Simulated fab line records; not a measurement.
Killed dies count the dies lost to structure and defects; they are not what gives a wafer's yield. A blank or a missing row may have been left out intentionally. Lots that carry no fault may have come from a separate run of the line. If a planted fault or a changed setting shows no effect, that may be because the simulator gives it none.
fab line records	flow sky130
record: lots: 13	wafers: 39	lastDay: 49
route steps=708 shown FIELD_ISO@14 VT_ADJUST_LVTN@105 VT_ADJUST_NCORE@130 SONOS_ONO@173
lots untouched by any fault: they come from a run of this same line in which no faults occurred
startH: the number of hours between the record's first day and the start of the first shown wafer of the lot	waitH: hours since the lot's step before	" as in the row above	L1.1+2: a row that stands for several wafers	- value missing, or start not given	* or withheld: withheld	< > ~ a bound
route shown NAME@n: NAME is a module with steps in the file, n the number in the route of the first one	usual: mean/standard deviation taken from wafers without a fault	same: alike in all rows	chamber/n: place in a boat	sites: readings site by site	_std_site: the standard deviation of these	_edge_site: inner sites' mean taken away from outer sites' mean	radiusMm: for every site, how far away it sits from the centre of the wafer	mask NAME#n: copy n	behind: tool/chamber where the wafer was last shaped	hold: reason for holding the lot/hours on hold/outcome of the hold	device: whichever transistor did not switch (one of n, p or np)	end of line: the same wafers' tests at the end of the route	a step with no rows: only its recipe	killed: dies lost to structure and defects at the first sort, not the wafer's yield	map: a wafer's dies, x killed, . not, _ none there
set.NAME: the setting the step ran with; set.NAME@STEP: the setting that earlier step ran with	model.NAME: the simulator's own value behind a step, which no gauge read
route steps across a sampled set of lots; one table per step, one row per wafer
services: from which hour (startH, from the record's first day; less than 0 if before it) a tool's chamber was out of use, for how many hours, and why
== steps ==
step: SKY_FIELD_ISO_CD_MEAS_13
recipe: targetCdNm: 150
usual: cdNm: 150.2/1.6
lot.wafer	tool	chamber	startH	waitH	cdNm
L679.1	cdSem-02	-	31.63	-	149.3
L679.4	"	-	"	"	151.2
L679.5	"	-	"	"	150.7
L680.2	cdSem-01	-	38.36	-	149.9
L680.3	"	-	"	"	150.5
L680.5	"	-	"	"	149.3
L681.2	cdSem-01	-	45.05	-	152.0
L681.3	"	-	"	"	151.2
L681.4	"	-	"	"	151.9
L682.1	cdSem-02	-	48.63	-	148.2
L682.3	"	-	"	"	147.8
L682.5	"	-	"	"	149.1
L683.2	cdSem-01	-	49.00	-	149.8
L683.5	"	-	"	"	149.0
L683.6	"	-	"	"	147.3
L684.4	cdSem-02	-	54.59	-	152.7
L684.5	"	-	"	"	154.8
L684.6	"	-	"	"	154.3
L692.2	cdSem-02	-	98.18	-	151.6
L692.4	"	-	"	"	150.5
L692.5	"	-	"	"	151.7
L694.2	cdSem-02	-	106.53	-	153.1
L694.5	"	-	"	"	152.2
L694.6	"	-	"	"	151.6
L695.2	cdSem-02	-	112.81	-	150.2
L695.3	"	-	"	"	150.5
L695.5	"	-	"	"	150.1
L696.2	cdSem-02	-	116.80	-	150.4
L696.3	"	-	"	"	148.9
L696.4	"	-	"	"	149.7
L697.1	cdSem-01	-	121.24	-	149.5
L697.2	"	-	"	"	149.8
L697.4	"	-	"	"	147.8
L698.1	cdSem-02	-	126.73	-	148.8
L698.5	"	-	"	"	149.4
L698.6	"	-	"	"	148.8
L699.1	cdSem-02	-	133.21	-	149.8
L699.3	"	-	"	"	148.4
L699.5	"	-	"	"	148.9
step: SKY_VT_ADJUST_LVTN_IMPLANT_08
recipe: species: B	energyKev: 30	doseCm2: 1.57e+12	tiltDeg: withheld
usual: doseIonsCm2: 1.57e+12/1.8e+09	faradayCurrentUA: 8.85/0.18
lot.wafer	tool	chamber	startH	waitH	doseIonsCm2	faradayCurrentUA
L679.1	implanter-04	0	141.17	0.0	1.571e+12	8.82
L679.4	"	0	"	"	1.5711e+12	8.75
L679.5	"	0	"	"	1.5704e+12	8.57
L680.2	implanter-01	0	149.67	0.0	1.5708e+12	8.74
L680.3	"	0	"	"	1.5705e+12	8.86
L680.5	"	0	"	"	1.5719e+12	9.00
L681.2	implanter-01	0	157.20	0.0	1.5685e+12	8.87
L681.3	"	0	"	"	1.57e+12	8.79
L681.4	"	0	"	"	1.5691e+12	8.95
L682.1	implanter-01	0	165.86	0.0	1.5704e+12	8.68
L682.3	"	0	"	"	1.5699e+12	8.91
L682.5	"	0	"	"	1.5722e+12	8.97
L683.2	implanter-03	0	168.20	0.0	1.5664e+12	8.82
L683.5	"	0	"	"	1.5659e+12	8.99
L683.6	"	0	"	"	1.5669e+12	8.97
L684.4	implanter-04	0	176.95	0.1	1.5729e+12	8.79
L684.5	"	0	"	"	1.5691e+12	8.74
L684.6	"	0	"	"	1.5712e+12	9.14
L692.2	implanter-04	0	227.33	0.0	9.062e+11	4.97
L692.4	"	0	"	"	9.067e+11	5.16
L692.5	"	0	"	"	9.078e+11	5.14
L694.2	implanter-04	0	237.18	0.0	9.104e+11	5.23
L694.5	"	0	"	"	9.091e+11	5.10
L694.6	"	0	"	"	9.078e+11	5.10
L695.2	implanter-03	0	244.85	0.0	1.5717e+12	8.82
L695.3	"	0	"	"	1.5723e+12	8.74
L695.5	"	0	"	"	1.5712e+12	8.90
L696.2	implanter-03	0	249.08	0.0	1.57e+12	8.96
L696.3	"	0	"	"	1.5704e+12	8.44
L696.4	"	0	"	"	1.5693e+12	8.92
L697.1	implanter-01	0	255.36	0.0	1.5716e+12	9.20
L697.2	"	0	"	"	1.5723e+12	8.88
L697.4	"	0	"	"	1.5706e+12	8.68
L698.1	implanter-03	0	261.72	0.0	1.5717e+12	8.73
L698.5	"	0	"	"	1.5725e+12	8.97
L698.6	"	0	"	"	1.5704e+12	8.86
L699.1	implanter-03	0	269.35	0.0	1.5677e+12	8.97
L699.3	"	0	"	"	1.5707e+12	8.64
L699.5	"	0	"	"	1.5689e+12	8.94
step: SKY_VT_ADJUST_LVTN_TW_MEAS_10
usual: VT_ADJUST_LVTN_TW: 242.7/0.93
lot.wafer	tool	chamber	startH	waitH	hold	VT_ADJUST_LVTN_TW
L679.1	filmMetro-01	-	141.42	0.1	-	243.6
L679.4	"	-	"	"	-	243.1
L679.5	"	-	"	"	-	243.1
L680.2	filmMetro-01	-	149.91	0.1	-	243.7
L680.3	"	-	"	"	-	242.7
L680.5	"	-	"	"	-	243.9
L681.2	filmMetro-03	-	157.43	0.1	-	243.2
L681.3	"	-	"	"	-	242.4
L681.4	"	-	"	"	-	244.7
L682.1	filmMetro-03	-	166.11	0.1	-	241.7
L682.3	"	-	"	"	-	241.2
L682.5	"	-	"	"	-	243.0
L683.2	filmMetro-03	-	168.43	0.1	-	240.9
L683.5	"	-	"	"	-	242.2
L683.6	"	-	"	"	-	242.3
L684.4	filmMetro-04	-	177.15	0.1	-	242.4
L684.5	"	-	"	"	-	241.9
L684.6	"	-	"	"	-	242.9
L692.2	filmMetro-03	-	227.57	0.1	awaitDispo/0.2h/release	206.6
L692.4	"	-	"	"	awaitDispo/0.2h/release	207.6
L692.5	"	-	"	"	awaitDispo/0.2h/release	206.9
L692.2	filmMetro-03	-	227.80	0.2	-	208.3
L692.4	"	-	"	"	-	206.9
L692.5	"	-	"	"	-	207.0
L694.2	filmMetro-01	-	237.42	0.1	awaitDispo/0.2h/release	207.2
L694.5	"	-	"	"	awaitDispo/0.2h/release	208.3
L694.6	"	-	"	"	awaitDispo/0.2h/release	207.4
L694.2	filmMetro-01	-	237.65	0.2	-	208.0
L694.5	"	-	"	"	-	208.2
L694.6	"	-	"	"	-	208.3
L695.2	filmMetro-04	-	245.08	0.1	-	243.4
L695.3	"	-	"	"	-	242.4
L695.5	"	-	"	"	-	244.3
L696.2	filmMetro-03	-	249.32	0.1	-	242.8
L696.3	"	-	"	"	-	243.1
L696.4	"	-	"	"	-	243.9
L697.1	filmMetro-01	-	255.61	0.1	-	242.5
L697.2	"	-	"	"	-	242.7
L697.4	"	-	"	"	-	242.8
L698.1	filmMetro-01	-	261.97	0.1	-	243.5
L698.5	"	-	"	"	-	241.6
L698.6	"	-	"	"	-	243.2
L699.1	filmMetro-01	-	269.60	0.1	-	244.0
L699.3	"	-	"	"	-	242.7
L699.5	"	-	"	"	-	244.3
step: SKY_VT_ADJUST_NCORE_TW_MEAS_11
usual: VT_ADJUST_NCORE_TW: 219.8/0.88
lot.wafer	tool	chamber	startH	waitH	VT_ADJUST_NCORE_TW
L679.1	filmMetro-01	-	181.62	0.1	218.7
L679.4	"	-	"	"	220.4
L679.5	"	-	"	"	221.0
L680.2	filmMetro-01	-	190.53	0.1	219.6
L680.3	"	-	"	"	221.1
L680.5	"	-	"	"	220.0
L681.2	filmMetro-03	-	198.59	0.1	220.4
L681.3	"	-	"	"	219.6
L681.4	"	-	"	"	219.3
L682.1	filmMetro-03	-	209.17	0.1	220.7
L682.3	"	-	"	"	219.0
L682.5	"	-	"	"	220.2
L683.2	filmMetro-03	-	211.08	0.1	220.4
L683.5	"	-	"	"	219.5
L683.6	"	-	"	"	220.9
L684.4	filmMetro-03	-	221.05	0.1	219.7
L684.5	"	-	"	"	219.6
L684.6	"	-	"	"	219.0
L692.2	filmMetro-03	-	272.54	0.1	220.0
L692.4	"	-	"	"	220.5
L692.5	"	-	"	"	219.1
L694.2	filmMetro-02	-	283.53	0.1	219.3
L694.5	"	-	"	"	218.9
L694.6	"	-	"	"	218.6
L695.2	filmMetro-02	-	291.28	0.1	218.7
L695.3	"	-	"	"	219.2
L695.5	"	-	"	"	219.7
L696.2	filmMetro-03	-	296.09	0.1	219.6
L696.3	"	-	"	"	219.4
L696.4	"	-	"	"	220.1
L697.1	filmMetro-03	-	300.63	0.1	220.3
L697.2	"	-	"	"	219.5
L697.4	"	-	"	"	219.7
L698.1	filmMetro-02	-	309.38	0.1	218.8
L698.5	"	-	"	"	218.5
L698.6	"	-	"	"	219.1
L699.1	filmMetro-02	-	316.67	0.1	218.5
L699.3	"	-	"	"	219.9
L699.5	"	-	"	"	220.3
step: SKY_SONOS_ONO_THK_MEAS_05
recipe: reads: SiO2_of_SONOS_ONO_CVD_04
usual: SONOS_ONO_CVD_04_THK: 5.75/0.12
lot.wafer	tool	chamber	startH	waitH	SONOS_ONO_CVD_04_THK[nm]
L679.1	filmMetro-03	-	255.91	0.0	5.80
L679.4	"	-	"	"	5.67
L679.5	"	-	"	"	5.67
L680.2	filmMetro-03	-	264.93	0.0	5.90
L680.3	"	-	"	"	5.88
L680.5	"	-	"	"	5.86
L681.2	filmMetro-02	-	278.37	0.0	5.83
L681.3	"	-	"	"	5.78
L681.4	"	-	"	"	5.88
L682.1	filmMetro-02	-	284.73	0.0	5.55
L682.3	"	-	"	"	5.60
L682.5	"	-	"	"	5.57
L683.2	filmMetro-01	-	285.99	0.0	6.04
L683.5	"	-	"	"	6.04
L683.6	"	-	"	"	6.10
L684.4	filmMetro-03	-	293.89	0.0	5.71
L684.5	"	-	"	"	5.71
L684.6	"	-	"	"	5.72
L692.2	filmMetro-02	-	357.48	0.0	5.57
L692.4	"	-	"	"	5.68
L692.5	"	-	"	"	5.67
L694.2	filmMetro-03	-	372.27	0.0	5.75
L694.5	"	-	"	"	5.57
L694.6	"	-	"	"	5.82
L695.2	filmMetro-02	-	385.19	0.0	5.72
L695.3	"	-	"	"	5.69
L695.5	"	-	"	"	5.77
L696.2	filmMetro-02	-	385.25	0.1	5.86
L696.3	"	-	"	"	5.76
L696.4	"	-	"	"	5.81
L697.1	filmMetro-03	-	393.65	0.0	5.50
L697.2	"	-	"	"	5.55
L697.4	"	-	"	"	5.53
L698.1	filmMetro-03	-	401.88	0.0	5.78
L698.5	"	-	"	"	5.81
L698.6	"	-	"	"	5.83
L699.1	filmMetro-03	-	408.10	0.0	5.81
L699.3	"	-	"	"	5.72
L699.5	"	-	"	"	5.73
== services ==
tool	chamber	startH	hours	kind
implanter-04	-	166.10	2.2	repair
implanter-01	-	207.01	5.8	repair
implanter-04	-	246.70	5.2	repair
implanter-04	-	257.29	1.5	repair
implanter-01	-	260.75	1.9	repair
== key ==
firstSign: step: SKY_VT_ADJUST_LVTN_IMPLANT_08	reading: doseIonsCm2	direction: down	sigmas: 99+	usual: *	struck: *
effect: step: SKY_VT_ADJUST_LVTN_IMPLANT_08	reading: faradayCurrentUA	direction: down	sigmas: 21	usual: 8.85	struck: 5.12
effect: step: SKY_VT_ADJUST_LVTN_TW_MEAS_10	reading: visit	direction: added
effect: step: SKY_VT_ADJUST_LVTN_TW_MEAS_10	reading: VT_ADJUST_LVTN_TW	direction: down	sigmas: 38	usual: 242.7	struck: 207.3
metAt SKY_VT_ADJUST_LVTN_IMPLANT_08
struckLots L692,L694
testerLeftOut L692,L694
notActingAt SKY_FIELD_ISO_CD_MEAS_13,SKY_VT_ADJUST_NCORE_TW_MEAS_11,SKY_SONOS_ONO_THK_MEAS_05
onsetBetween 176.95 227.33
fault: kind: processParameterDrift	tool: implanter-04	chamber: -	onsetH: 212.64	steps: SKY_VT_ADJUST_LVTN_IMPLANT_08	channel: doseCm2	offset: *	shape: step	endH: 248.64	actsIn: *	stated: *
testerLeftOut: of these lots the tester's yield and bins aren't shown, on N5 and GAA mostly nor the transistor test; their killed dies are dies lost to structure and defects alone, not to doping, threshold or leakage, so they don't give the yield
